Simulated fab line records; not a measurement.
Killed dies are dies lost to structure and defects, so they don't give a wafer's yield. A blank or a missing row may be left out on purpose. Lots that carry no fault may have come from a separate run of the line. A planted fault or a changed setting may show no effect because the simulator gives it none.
Chamber matching || flow sky130 || rie-diel-04 running SKY_CONTACT_ETCH_17: 4 sister chambers
The step etches SiO2 in C4F8/O2/Ar, stops on Si3N4, target depth 340 nm. 7 wafers are shown with their chamber, then 8 later ones without.

WAFERS, EACH WITH ITS CHAMBER
{"wafer": "L078.5", "chamber": 1, "oes-product-au (a.u.)": 0.904, "bias-w (W)": 1198}
{"wafer": "L081.1", "chamber": 3, "oes-product-au (a.u.)": 0.889, "bias-w (W)": 1201}
{"wafer": "L082.3", "chamber": 1, "oes-product-au (a.u.)": 0.897, "bias-w (W)": 1200}
{"wafer": "L084.1", "chamber": 0, "oes-product-au (a.u.)": 0.893, "bias-w (W)": 1199}
{"wafer": "L084.3", "chamber": 2, "oes-product-au (a.u.)": 0.891, "bias-w (W)": 1199}
{"wafer": "L084.5", "chamber": 0, "oes-product-au (a.u.)": 0.888, "bias-w (W)": 1196}
{"wafer": "L088.1", "chamber": 2, "oes-product-au (a.u.)": 0.896, "bias-w (W)": 1199}

WAFERS WHOSE CHAMBER IS MISSING
{"wafer": "L088.2", "oes-product-au (a.u.)": 0.886, "bias-w (W)": 1200}
{"wafer": "L088.6", "oes-product-au (a.u.)": 0.896, "bias-w (W)": 1199}
{"wafer": "L091.3", "oes-product-au (a.u.)": 0.892, "bias-w (W)": 1204}
{"wafer": "L091.4", "oes-product-au (a.u.)": 0.899, "bias-w (W)": 1199}
{"wafer": "L091.6", "oes-product-au (a.u.)": 0.889, "bias-w (W)": 1198}
{"wafer": "L097.2", "oes-product-au (a.u.)": 0.888, "bias-w (W)": 1199}
{"wafer": "L097.3", "oes-product-au (a.u.)": 0.896, "bias-w (W)": 1196}
{"wafer": "L097.5", "oes-product-au (a.u.)": 0.898, "bias-w (W)": 1199}

EACH ONE'S CHAMBER
{"wafer": "L088.2", "from the rows above": "can't be placed: 3 or 2 or 0", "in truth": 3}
{"wafer": "L088.6", "from the rows above": "can't be placed: 2 or 1 or 0 or 3", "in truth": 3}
{"wafer": "L091.3", "from the rows above": "can't be placed: 3 or 2 or 1", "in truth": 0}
{"wafer": "L091.4", "from the rows above": "can't be placed: 1 or 2 or 0", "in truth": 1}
{"wafer": "L091.6", "from the rows above": "can't be placed: 0 or 2 or 3", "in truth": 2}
{"wafer": "L097.2", "from the rows above": "can't be placed: 0 or 2 or 3 or 1", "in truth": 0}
{"wafer": "L097.3", "from the rows above": "can't be placed: 0 or 2 or 1", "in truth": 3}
{"wafer": "L097.5", "from the rows above": "can't be placed: 1 or 2 or 0 or 3", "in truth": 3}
Correctly placed: 0 of 8. Cannot be placed on the basis of these rows: 8; the candidates contain the true chamber in 6. Number placed wrongly: 0.
How it was worked out, from the rows above alone: a wafer's distance from a chamber is the root of the sum, over the readings, of the square of ((its reading less the chamber's mean) divided by the reading's scatter). If the next closest chamber is less than 2 further off than the closest, the wafer can't be placed; otherwise it belongs to the closest. For every chamber, the mean is computed from those of its wafers that are shown. How the scatter is found: for the shown wafers, subtract from each reading the mean of its chamber, square and add these, divide the total by (wafers less chambers), then take the root.
